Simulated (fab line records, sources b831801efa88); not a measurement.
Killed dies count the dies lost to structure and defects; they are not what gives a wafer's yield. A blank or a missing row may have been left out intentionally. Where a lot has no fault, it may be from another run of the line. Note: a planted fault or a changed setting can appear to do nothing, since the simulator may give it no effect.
fab line records :: flow sky130
record:
  lots: 6
  wafers: 17
  lastDay: 50
route steps=708 shown CAP2M@620 METAL4@621 PAD_OPEN@708
lots untouched by any fault: they come from a run of this same line in which no faults occurred
startH: hours from the record's first day to the start of the lot's first wafer shown :: waitH: how many hours have passed since the lot's step before this one :: " repeats the value in the row above :: L1.1+2: one row covering several wafers at once :: - no value, or no start was given :: * or withheld: withheld :: < > ~ a bound
route shown NAME@n: names a module that has steps shown in the file, with the first one's number in the route :: usual: mean and standard deviation over wafers with no fault :: same: alike in all rows :: chamber/n: place in a boat :: sites: each site's reading :: _std_site: their standard deviation :: _edge_site: mean of outer sites minus mean of inner sites :: radiusMm: how far each site lies from the wafer's centre :: mask NAME#n: copy n :: behind: the most recent tool/chamber to have shaped the wafer :: hold: what put the lot on hold/how long, in hours/how the hold closed :: device: names the non-switching transistor (n, p or np) :: end of line: the same wafers' tests at the end of the route :: step lacking rows: just its recipe :: killed: not the wafer's yield, but the dies lost to structure and defects at the first sort :: map: dies across one wafer; x = killed, . = not, _ = none there
set.NAME: the setting as run; set.NAME@STEP: as run at that earlier step :: model.NAME: the simulator's own value behind a step, which no gauge read
a table for each step, a row for each wafer; lots at some steps of the route
services: from which hour (startH, from the record's first day; less than 0 if before it) a tool's chamber was out of use, for how many hours, and why
== steps ==
step: SKY_CAP2M_CLEAN_17
recipe:
  chemistry: O3/DIW
  dry: n2Spin
step: SKY_METAL4_DEHYDRATE_05
recipe:
  tempC: 200
  timeS: 60
step: SKY_METAL4_HMDS_06
recipe:
  primeTimeS: 60
  primeTempC: 120
step: SKY_METAL4_COAT_07
recipe:
  resist: BARC
  tempC: withheld
  timeS: withheld
  spinRpm: 3000
  resistThkNm: 60
step: SKY_METAL4_COAT_08
recipe:
  resist: KrF-thick
  spinRpm: 3000
  resistThkNm: 1140
step: SKY_METAL4_SOFTBAKE_09
recipe:
  tempC: 100
  timeS: 90
  resist: KrF-thick
step: SKY_METAL4_EXPOSE_10
recipe:
  maskId: MM4
  na: 0.68
  sourceShape: annular
  sigmaInner: 0.4
  sigmaOuter: 0.8
  targetCdNm: 300
  doseMj: 28
step: SKY_METAL4_PEB_11
recipe:
  pebTempC: withheld
  pebTimeS: withheld
  resist: KrF-thick
step: SKY_METAL4_DEVELOP_12
recipe:
  developTimeS: 60
  resist: KrF-thick
  devTempC: 21
step: SKY_METAL4_CD_MEAS_13
recipe:
  targetCdNm: 300
usual:
  cdNm: 299.9/1.2
lot.wafer: L543.4
tool: cdSem-01
chamber: -
startH: 992.22
waitH: -
cdNm: 301.3

lot.wafer: L543.5
tool: cdSem-01
chamber: -
startH: 992.22
waitH: -
cdNm: 301.5

lot.wafer: L543.6
tool: cdSem-01
chamber: -
startH: 992.22
waitH: -
cdNm: 300.2

lot.wafer: L551.3
tool: cdSem-02
chamber: -
startH: 1044.86
waitH: -
cdNm: 300.1

lot.wafer: L551.5
tool: cdSem-02
chamber: -
startH: 1044.86
waitH: -
cdNm: 300.7

lot.wafer: L551.6
tool: cdSem-02
chamber: -
startH: 1044.86
waitH: -
cdNm: 300.1

lot.wafer: L553.2
tool: cdSem-02
chamber: -
startH: 1054.29
waitH: -
cdNm: 300.0

lot.wafer: L553.5
tool: cdSem-02
chamber: -
startH: 1054.29
waitH: -
cdNm: 301.8

lot.wafer: L560.2
tool: cdSem-02
chamber: -
startH: 1091.48
waitH: -
cdNm: 299.8

lot.wafer: L560.4
tool: cdSem-02
chamber: -
startH: 1091.48
waitH: -
cdNm: 299.8

lot.wafer: L560.6
tool: cdSem-02
chamber: -
startH: 1091.48
waitH: -
cdNm: 299.2

lot.wafer: L561.3
tool: cdSem-02
chamber: -
startH: 1096.35
waitH: -
cdNm: 300.1

lot.wafer: L561.5
tool: cdSem-02
chamber: -
startH: 1096.35
waitH: -
cdNm: 300.7

lot.wafer: L561.6
tool: cdSem-02
chamber: -
startH: 1096.35
waitH: -
cdNm: 300.1

lot.wafer: L566.1
tool: cdSem-02
chamber: -
startH: 1118.41
waitH: -
cdNm: 301.5

lot.wafer: L566.4
tool: cdSem-02
chamber: -
startH: 1118.41
waitH: -
cdNm: 300.9

lot.wafer: L566.5
tool: cdSem-02
chamber: -
startH: 1118.41
waitH: -
cdNm: 301.0
step: SKY_METAL4_OVL_MEAS_14
usual:
  METAL4_OVL: -2/6.2
lot.wafer: L543.4
tool: overlay-02
chamber: -
startH: 992.32
waitH: 0.1
METAL4_OVL[nm]: -6

lot.wafer: L543.5
tool: overlay-02
chamber: -
startH: 992.32
waitH: 0.1
METAL4_OVL[nm]: -8

lot.wafer: L543.6
tool: overlay-02
chamber: -
startH: 992.32
waitH: 0.1
METAL4_OVL[nm]: -15

lot.wafer: L551.3
tool: overlay-02
chamber: -
startH: 1044.95
waitH: 0.1
METAL4_OVL[nm]: 7

lot.wafer: L551.5
tool: overlay-02
chamber: -
startH: 1044.95
waitH: 0.1
METAL4_OVL[nm]: 9

lot.wafer: L551.6
tool: overlay-02
chamber: -
startH: 1044.95
waitH: 0.1
METAL4_OVL[nm]: -4

lot.wafer: L553.2
tool: overlay-01
chamber: -
startH: 1054.40
waitH: 0.1
METAL4_OVL[nm]: -6

lot.wafer: L553.5
tool: overlay-01
chamber: -
startH: 1054.40
waitH: 0.1
METAL4_OVL[nm]: 7

lot.wafer: L560.2
tool: overlay-02
chamber: -
startH: 1091.59
waitH: 0.1
METAL4_OVL[nm]: 3

lot.wafer: L560.4
tool: overlay-02
chamber: -
startH: 1091.59
waitH: 0.1
METAL4_OVL[nm]: 0

lot.wafer: L560.6
tool: overlay-02
chamber: -
startH: 1091.59
waitH: 0.1
METAL4_OVL[nm]: -1

lot.wafer: L561.3
tool: overlay-02
chamber: -
startH: 1096.44
waitH: 0.1
METAL4_OVL[nm]: 5

lot.wafer: L561.5
tool: overlay-02
chamber: -
startH: 1096.44
waitH: 0.1
METAL4_OVL[nm]: -3

lot.wafer: L561.6
tool: overlay-02
chamber: -
startH: 1096.44
waitH: 0.1
METAL4_OVL[nm]: 0

lot.wafer: L566.1
tool: overlay-02
chamber: -
startH: 1118.53
waitH: 0.1
METAL4_OVL[nm]: 8

lot.wafer: L566.4
tool: overlay-02
chamber: -
startH: 1118.53
waitH: 0.1
METAL4_OVL[nm]: 3

lot.wafer: L566.5
tool: overlay-02
chamber: -
startH: 1118.53
waitH: 0.1
METAL4_OVL[nm]: -2
step: SKY_METAL4_DESCUM_15
recipe:
  chemistry: O2
  sourcePowerW: 150
  biasPowerW: 0
  pressureMtorr: 10
  tempC: 40
  timeS: 8
usual:
  drypumpMotorCurrentA: 6.0/0.51
  oesProductAu: 0.997/0.0097
lot.wafer: L543.4
tool: rieMetal-04
chamber: 1
startH: 992.35
waitH: 0.0
drypumpMotorCurrentA: 5.4
oesProductAu: 0.998
rfHoursCounterH: -

lot.wafer: L543.5
tool: rieMetal-04
chamber: 1
startH: 992.35
waitH: 0.0
drypumpMotorCurrentA: 5.4
oesProductAu: 0.999
rfHoursCounterH: -

lot.wafer: L543.6
tool: rieMetal-04
chamber: 0
startH: 992.35
waitH: 0.0
drypumpMotorCurrentA: 6.6
oesProductAu: 0.995
rfHoursCounterH: -

lot.wafer: L551.3
tool: rieMetal-04
chamber: 1
startH: 1044.99
waitH: 0.0
drypumpMotorCurrentA: 5.4
oesProductAu: 1.013
rfHoursCounterH: -

lot.wafer: L551.5
tool: rieMetal-04
chamber: 1
startH: 1044.99
waitH: 0.0
drypumpMotorCurrentA: 5.4
oesProductAu: 1.012
rfHoursCounterH: -

lot.wafer: L551.6
tool: rieMetal-04
chamber: 0
startH: 1044.99
waitH: 0.0
drypumpMotorCurrentA: 6.6
oesProductAu: 0.991
rfHoursCounterH: -

lot.wafer: L553.2
tool: rieMetal-04
chamber: 0
startH: 1054.43
waitH: 0.0
drypumpMotorCurrentA: 6.5
oesProductAu: 0.995
rfHoursCounterH: 21

lot.wafer: L553.5
tool: rieMetal-04
chamber: 1
startH: 1054.43
waitH: 0.0
drypumpMotorCurrentA: 5.4
oesProductAu: 0.997
rfHoursCounterH: -

lot.wafer: L560.2
tool: rieMetal-01
chamber: 1
startH: 1091.62
waitH: 0.0
drypumpMotorCurrentA: 6.2
oesProductAu: 1.015
rfHoursCounterH: 22

lot.wafer: L560.4
tool: rieMetal-01
chamber: 1
startH: 1091.62
waitH: 0.0
drypumpMotorCurrentA: 6.2
oesProductAu: 1.012
rfHoursCounterH: -

lot.wafer: L560.6
tool: rieMetal-01
chamber: 1
startH: 1091.62
waitH: 0.0
drypumpMotorCurrentA: 6.2
oesProductAu: 1.019
rfHoursCounterH: -

lot.wafer: L561.3
tool: rieMetal-03
chamber: 1
startH: 1096.47
waitH: 0.0
drypumpMotorCurrentA: 5.1
oesProductAu: 1.007
rfHoursCounterH: -

lot.wafer: L561.5
tool: rieMetal-03
chamber: 1
startH: 1096.47
waitH: 0.0
drypumpMotorCurrentA: 5.1
oesProductAu: 1.011
rfHoursCounterH: -

lot.wafer: L561.6
tool: rieMetal-03
chamber: 0
startH: 1096.47
waitH: 0.0
drypumpMotorCurrentA: 6.5
oesProductAu: 0.988
rfHoursCounterH: -

lot.wafer: L566.1
tool: rieMetal-03
chamber: 1
startH: 1118.56
waitH: 0.0
drypumpMotorCurrentA: 5.1
oesProductAu: 0.996
rfHoursCounterH: 3

lot.wafer: L566.4
tool: rieMetal-03
chamber: 0
startH: 1118.56
waitH: 0.0
drypumpMotorCurrentA: 6.4
oesProductAu: 0.989
rfHoursCounterH: -

lot.wafer: L566.5
tool: rieMetal-03
chamber: 1
startH: 1118.56
waitH: 0.0
drypumpMotorCurrentA: 5.1
oesProductAu: 1.006
rfHoursCounterH: -
step: SKY_METAL4_ETCH_16
recipe:
  chemistry: N2/H2
  target: BARC
  ionEnergyEv: 200
  biasW: 100
  pressureMtorr: 30
  n2FlowSccm: 100
  h2FlowSccm: 200
  icpW: 500
  stopOn: SiO2
  timeS: 88.2
  targetDepthA: 600
usual:
  drypumpMotorCurrentA: 6.0/0.51
  h2FlowSccm: 200.1/0.59
  oesProductAu: 0.626/0.005
  runLengthS: 116.6/0.56
  throttleValvePct: 13.206/0.0086
lot.wafer: L543.4
tool: rieMetal-04
chamber: 1
startH: 992.40
waitH: 0.0
drypumpMotorCurrentA: 5.4
h2FlowSccm: 200.2
oesProductAu: 0.636
rfHoursCounterH: -
runLengthS: 117.4
throttleValvePct: 13.210
model.KrF-thick_of_METAL4_COAT_08.thkNm: 1072

lot.wafer: L543.5
tool: rieMetal-04
chamber: 1
startH: 992.40
waitH: 0.0
drypumpMotorCurrentA: 5.4
h2FlowSccm: 199.8
oesProductAu: 0.630
rfHoursCounterH: -
runLengthS: 117.6
throttleValvePct: 13.198
model.KrF-thick_of_METAL4_COAT_08.thkNm: 1071

lot.wafer: L543.6
tool: rieMetal-04
chamber: 0
startH: 992.40
waitH: 0.0
drypumpMotorCurrentA: 6.6
h2FlowSccm: 200.1
oesProductAu: 0.624
rfHoursCounterH: -
runLengthS: 116.3
throttleValvePct: 13.217
model.KrF-thick_of_METAL4_COAT_08.thkNm: 1073

lot.wafer: L551.3
tool: rieMetal-04
chamber: 1
startH: 1045.04
waitH: 0.0
drypumpMotorCurrentA: 5.4
h2FlowSccm: 200.6
oesProductAu: 0.731
rfHoursCounterH: -
runLengthS: 101.4
throttleValvePct: 13.229
model.KrF-thick_of_METAL4_COAT_08.thkNm: 1077

lot.wafer: L551.5
tool: rieMetal-04
chamber: 1
startH: 1045.04
waitH: 0.0
drypumpMotorCurrentA: 5.4
h2FlowSccm: 200.5
oesProductAu: 0.741
rfHoursCounterH: -
runLengthS: 101.0
throttleValvePct: 13.222
model.KrF-thick_of_METAL4_COAT_08.thkNm: 1086

lot.wafer: L551.6
tool: rieMetal-04
chamber: 0
startH: 1045.04
waitH: 0.0
drypumpMotorCurrentA: 6.6
h2FlowSccm: 200.6
oesProductAu: 0.619
rfHoursCounterH: -
runLengthS: 116.3
throttleValvePct: 13.212
model.KrF-thick_of_METAL4_COAT_08.thkNm: 1072

lot.wafer: L553.2
tool: rieMetal-04
chamber: 0
startH: 1054.46
waitH: 0.0
drypumpMotorCurrentA: 6.6
h2FlowSccm: 199.8
oesProductAu: 0.623
rfHoursCounterH: 21
runLengthS: 116.7
throttleValvePct: 13.226
model.KrF-thick_of_METAL4_COAT_08.thkNm: 1074

lot.wafer: L553.5
tool: rieMetal-04
chamber: 1
startH: 1054.46
waitH: 0.0
drypumpMotorCurrentA: 5.4
h2FlowSccm: 199.2
oesProductAu: 0.723
rfHoursCounterH: -
runLengthS: 100.9
throttleValvePct: 13.212
model.KrF-thick_of_METAL4_COAT_08.thkNm: 1081

lot.wafer: L560.2
tool: rieMetal-01
chamber: 1
startH: 1091.65
waitH: 0.0
drypumpMotorCurrentA: 6.1
h2FlowSccm: 199.1
oesProductAu: 0.619
rfHoursCounterH: 22
runLengthS: 116.3
throttleValvePct: 13.201
model.KrF-thick_of_METAL4_COAT_08.thkNm: 1073

lot.wafer: L560.4
tool: rieMetal-01
chamber: 1
startH: 1091.65
waitH: 0.0
drypumpMotorCurrentA: 6.1
h2FlowSccm: 199.9
oesProductAu: 0.613
rfHoursCounterH: -
runLengthS: 116.2
throttleValvePct: 13.201
model.KrF-thick_of_METAL4_COAT_08.thkNm: 1080

lot.wafer: L560.6
tool: rieMetal-01
chamber: 1
startH: 1091.65
waitH: 0.0
drypumpMotorCurrentA: 6.2
h2FlowSccm: 198.9
oesProductAu: 0.628
rfHoursCounterH: -
runLengthS: 116.0
throttleValvePct: 13.207
model.KrF-thick_of_METAL4_COAT_08.thkNm: 1072

lot.wafer: L561.3
tool: rieMetal-03
chamber: 1
startH: 1096.53
waitH: 0.0
drypumpMotorCurrentA: 5.1
h2FlowSccm: 199.5
oesProductAu: 0.631
rfHoursCounterH: -
runLengthS: 116.9
throttleValvePct: 13.215
model.KrF-thick_of_METAL4_COAT_08.thkNm: 1073

lot.wafer: L561.5
tool: rieMetal-03
chamber: 1
startH: 1096.53
waitH: 0.0
drypumpMotorCurrentA: 5.1
h2FlowSccm: 200.0
oesProductAu: 0.628
rfHoursCounterH: -
runLengthS: 116.9
throttleValvePct: 13.198
model.KrF-thick_of_METAL4_COAT_08.thkNm: 1076

lot.wafer: L561.6
tool: rieMetal-03
chamber: 0
startH: 1096.53
waitH: 0.0
drypumpMotorCurrentA: 6.5
h2FlowSccm: 201.1
oesProductAu: 0.630
rfHoursCounterH: -
runLengthS: 115.9
throttleValvePct: 13.204
model.KrF-thick_of_METAL4_COAT_08.thkNm: 1074

lot.wafer: L566.1
tool: rieMetal-03
chamber: 1
startH: 1118.60
waitH: 0.0
drypumpMotorCurrentA: 5.1
h2FlowSccm: 199.3
oesProductAu: 0.625
rfHoursCounterH: 3
runLengthS: 116.2
throttleValvePct: 13.211
model.KrF-thick_of_METAL4_COAT_08.thkNm: 1078

lot.wafer: L566.4
tool: rieMetal-03
chamber: 0
startH: 1118.60
waitH: 0.0
drypumpMotorCurrentA: 6.5
h2FlowSccm: 199.9
oesProductAu: 0.630
rfHoursCounterH: -
runLengthS: 115.6
throttleValvePct: 13.205
model.KrF-thick_of_METAL4_COAT_08.thkNm: 1080

lot.wafer: L566.5
tool: rieMetal-03
chamber: 1
startH: 1118.60
waitH: 0.0
drypumpMotorCurrentA: 5.1
h2FlowSccm: 199.3
oesProductAu: 0.626
rfHoursCounterH: -
runLengthS: 116.3
throttleValvePct: 13.201
model.KrF-thick_of_METAL4_COAT_08.thkNm: 1078
step: SKY_METAL4_ETCH_17
recipe:
  target: SiO2
  stopOn: TiN
  chemistry: C4F8/O2/Ar
  sourceW: 1500
  biasW: 1200
  pressureMtorr: 40
  c4f8FlowSccm: withheld
  O2_flow_sccm: 6
  Ar_flow_sccm: 300
  timeS: 3.9
  targetDepthA: 150
usual:
  oesProductAu: 0.755/0.0076
lot.wafer: L543.4
tool: rieDiel-03
chamber: 2
startH: 992.47
waitH: 0.0
oesProductAu: 0.753

lot.wafer: L543.5
tool: rieDiel-03
chamber: 0
startH: 992.47
waitH: 0.0
oesProductAu: 0.755

lot.wafer: L543.6
tool: rieDiel-03
chamber: 3
startH: 992.47
waitH: 0.0
oesProductAu: 0.761

lot.wafer: L551.3
tool: rieDiel-03
chamber: 0
startH: 1045.11
waitH: 0.0
oesProductAu: 0.751

lot.wafer: L551.5
tool: rieDiel-03
chamber: 0
startH: 1045.11
waitH: 0.0
oesProductAu: 0.742

lot.wafer: L551.6
tool: rieDiel-03
chamber: 3
startH: 1045.11
waitH: 0.0
oesProductAu: 0.762

lot.wafer: L553.2
tool: rieDiel-01
chamber: 2
startH: 1054.56
waitH: 0.1
oesProductAu: 0.765

lot.wafer: L553.5
tool: rieDiel-01
chamber: 0
startH: 1054.56
waitH: 0.1
oesProductAu: 0.750

lot.wafer: L560.2
tool: rieDiel-03
chamber: 3
startH: 1091.75
waitH: 0.1
oesProductAu: 0.758

lot.wafer: L560.4
tool: rieDiel-03
chamber: 0
startH: 1091.75
waitH: 0.1
oesProductAu: 0.762

lot.wafer: L560.6
tool: rieDiel-03
chamber: 1
startH: 1091.75
waitH: 0.1
oesProductAu: 0.762

lot.wafer: L561.3
tool: rieDiel-03
chamber: 3
startH: 1096.59
waitH: 0.0
oesProductAu: 0.744

lot.wafer: L561.5
tool: rieDiel-03
chamber: 1
startH: 1096.59
waitH: 0.0
oesProductAu: 0.750

lot.wafer: L561.6
tool: rieDiel-03
chamber: 0
startH: 1096.59
waitH: 0.0
oesProductAu: 0.750

lot.wafer: L566.1
tool: rieDiel-02
chamber: 1
startH: 1118.69
waitH: 0.1
oesProductAu: 0.746

lot.wafer: L566.4
tool: rieDiel-02
chamber: 0
startH: 1118.69
waitH: 0.1
oesProductAu: 0.760

lot.wafer: L566.5
tool: rieDiel-02
chamber: 2
startH: 1118.69
waitH: 0.1
oesProductAu: 0.751
step: SKY_PAD_OPEN_PROBE_99
usual:
  defectLimitedYield: 82.3/1.9
  killed_at_M0_to_M3: 44/6.5
  killed_at_M4_up: 3.3/1.9
  killedAtContacts: 24/5.3
  killedAtFrontEnd: 15/4.5
  killedAtOther: 0.3/0.58
  killedDies: 87/9.3
  killedOpen: 48/6.6
  killedShort: 39/6.1
  sort_bin_3_pad_short: 0.9/0.46
  sort_bin_5_function: 10.5/1.6
  sort_bin_6_memory: 6.3/1.1
  sortNPass: 405/9.3
  sortYieldPct: 82.3/1.9
same:
  grossDies: 492
  killedAtBackSide: 0
  sort_bin_4_leakage[%]: 0
  sort_bin_8_speed[%]: 0
lot.wafer: L551.3
tool: prober-02
chamber: -
startH: 1133.93
waitH: 0.2
defectLimitedYield[%]: 85.2
killed_at_M0_to_M3: 40
killed_at_M4_up: 1
killedAtContacts: 20
killedAtFrontEnd: 12
killedAtOther: 0
killedDies: 73
killedOpen: 37
killedShort: 36
sort_bin_3_pad_short[%]: 0.8
sort_bin_5_function[%]: 7.7
sort_bin_6_memory[%]: 6.3
sortNPass: 419
sortYieldPct[%]: 85.2

lot.wafer: L561.3
tool: prober-02
chamber: -
startH: 1177.85
waitH: 0.2
defectLimitedYield[%]: 81.3
killed_at_M0_to_M3: 41
killed_at_M4_up: 4
killedAtContacts: 36
killedAtFrontEnd: 11
killedAtOther: 0
killedDies: 92
killedOpen: 44
killedShort: 48
sort_bin_3_pad_short[%]: 0.6
sort_bin_5_function[%]: 10.8
sort_bin_6_memory[%]: 7.3
sortNPass: 400
sortYieldPct[%]: 81.3

lot.wafer: L561.5
tool: prober-02
chamber: -
startH: 1177.95
waitH: 0.2
defectLimitedYield[%]: 82.3
killed_at_M0_to_M3: 36
killed_at_M4_up: 3
killedAtContacts: 24
killedAtFrontEnd: 21
killedAtOther: 3
killedDies: 87
killedOpen: 49
killedShort: 38
sort_bin_3_pad_short[%]: 0.4
sort_bin_5_function[%]: 10.2
sort_bin_6_memory[%]: 7.1
sortNPass: 405
sortYieldPct[%]: 82.3

lot.wafer: L561.6
tool: prober-02
chamber: -
startH: 1178.00
waitH: 0.2
defectLimitedYield[%]: 81.9
killed_at_M0_to_M3: 47
killed_at_M4_up: 5
killedAtContacts: 27
killedAtFrontEnd: 9
killedAtOther: 1
killedDies: 89
killedOpen: 48
killedShort: 41
sort_bin_3_pad_short[%]: 1.6
sort_bin_5_function[%]: 11.4
sort_bin_6_memory[%]: 5.1
sortNPass: 403
sortYieldPct[%]: 81.9
killed by level:class
L551.3 VIA1:geometricParticle:open=9 METAL2:geometricParticle:short=8 VIA2:geometricParticle:open=7 LOCAL_INTERCONNECT:geometricParticle:short=6 LI_CONTACT:geometricParticle:open=5 VIA3:geometricParticle:open=5 CONTACT:geometricParticle:open=4 CONTACT:geometricParticle:short=4
L561.3 LOCAL_INTERCONNECT:geometricParticle:short=13 VIA3:geometricParticle:open=8 LI_CONTACT:geometricParticle:open=7 CONTACT:geometricParticle:open=7 CONTACT:geometricParticle:short=6 VIA2:geometricParticle:open=5 VIA1:geometricParticle:open=5 VIA1:geometricParticle:short=5
L561.5 POLY_GATE:geometricParticle:short=9 LI_CONTACT:geometricParticle:open=9 VIA1:geometricParticle:open=8 CONTACT:geometricParticle:open=8 VIA1:geometricParticle:short=6 VIA2:geometricParticle:open=6 FIELD_ISO:geometricParticle:open=5 METAL2:geometricParticle:short=5
L561.6 VIA1:geometricParticle:open=12 CONTACT:geometricParticle:open=11 VIA3:geometricParticle:open=7 METAL1:geometricParticle:short=6 VIA1:geometricParticle:short=6 METAL2:geometricParticle:short=5 METAL4:geometricParticle:short=5 LI_CONTACT:geometricParticle:short=4
== services ==
tool: rieMetal-03
chamber: -
startH: 974.54
hours: 2.8
kind: pm

tool: rieDiel-01
chamber: 2
startH: 977.68
hours: 33.4
kind: repair

tool: rieDiel-02
chamber: 1
startH: 984.12
hours: 5.0
kind: repair

tool: rieDiel-01
chamber: 1
startH: 992.39
hours: 5.0
kind: repair

tool: rieDiel-02
chamber: 0
startH: 1014.64
hours: 6.9
kind: repair

tool: rieDiel-03
chamber: 1
startH: 1028.00
hours: 19.8
kind: repair

tool: rieDiel-02
chamber: -
startH: 1046.93
hours: 2.8
kind: pm

tool: rieMetal-03
chamber: 1
startH: 1054.76
hours: -
kind: clean

tool: rieMetal-03
chamber: 1
startH: 1054.76
hours: 19.7
kind: scheduledDown

tool: rieMetal-03
chamber: 1
startH: 1054.76
hours: 19.7
kind: ventCycle

tool: rieMetal-03
chamber: -
startH: 1059.09
hours: 14.6
kind: pm

tool: rieDiel-02
chamber: -
startH: 1068.50
hours: 2.2
kind: repair

tool: rieDiel-02
chamber: 3
startH: 1081.41
hours: 1.6
kind: repair

tool: rieMetal-03
chamber: -
startH: 1088.16
hours: 6.5
kind: repair

tool: rieMetal-01
chamber: -
startH: 1101.08
hours: 2.8
kind: pm

tool: rieDiel-01
chamber: 0
startH: 1104.65
hours: 4.0
kind: repair

tool: rieDiel-01
chamber: 2
startH: 1106.35
hours: 9.8
kind: repair
== key ==
firstSign:
  step: SKY_METAL4_ETCH_16
  reading: runLengthS
  direction: down
  sigmas: 27
  usual: *
  struck: *
effect:
  step: SKY_METAL4_ETCH_16
  reading: oesProductAu
  direction: up
  sigmas: 21
  usual: 0.626
  struck: 0.732
modelEffect:
  step: SKY_METAL4_ETCH_16
  value: KrF-thick_of_METAL4_COAT_08.thkNm
  without: 1072
  struck: 1081
metAt SKY_METAL4_ETCH_16
struckWafers L551.3,L551.5,L553.5
onsetBetween 992.40 1045.04
fault:
  kind: processParameterDrift
  tool: rieMetal-04
  chamber: -
  onsetH: 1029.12
  steps: SKY_METAL4_ETCH_16
  channel: timeS
  offset: *
  shape: step
  endH: 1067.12
  scope: struckWafersOnly
  actsIn: *
  stated: *
